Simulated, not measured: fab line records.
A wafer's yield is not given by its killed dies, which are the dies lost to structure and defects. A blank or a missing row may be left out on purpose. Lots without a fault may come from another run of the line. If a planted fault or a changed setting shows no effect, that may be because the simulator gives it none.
Which tool was responsible? ; flow gf180mcu ; 6 lots (18 wafers sampled), 1 step of a 602-step route

WHAT EACH GAUGE READ, for each wafer
GF_V5_CD_MEAS_14: the cd target is 260 nm.
lot;measured;on;cd-nm (nm)
L274;day 27 18:01;cd-sem-02;259.4 258.9 258.8
L275;day 28 12:44;cd-sem-02;260.9 261.8 261.7
L278;day 29 15:09;cd-sem-02;261.7 261.7 260.5
L282;day 30 10:05;cd-sem-01;261.7 262.1 261.2
L290;day 32 11:58;cd-sem-01;260.5 260.6 259.3
L293;day 32 23:28;cd-sem-02;258.6 259.1 259.7

TOOL THAT RAN EACH LOT (tool first, then ch and the chambers of the sampled wafers, then the start)
The record holds no process step before these readings.

THE ANSWER, worked out from the rows above alone
Rule: usual is defined by the lots themselves. The widest of any qualifying gaps counts: lots, ordered by their means at a reading, are off when they make up no more than a third of the lots, leave a main group of 4 or more, and stand apart from it by 3 or more times the standard deviation of that group's means. If all means in a main group match to the digits the tables above print for the reading, that group is not used. A lot without any number at a reading at which 4 lots or more have one is off too. The other lots that the step has rows for count as sound.
Across all readings shown, no lot is off: no conclusion can be drawn from this.

WHAT WAS PUT IN BY THE SIMULATOR
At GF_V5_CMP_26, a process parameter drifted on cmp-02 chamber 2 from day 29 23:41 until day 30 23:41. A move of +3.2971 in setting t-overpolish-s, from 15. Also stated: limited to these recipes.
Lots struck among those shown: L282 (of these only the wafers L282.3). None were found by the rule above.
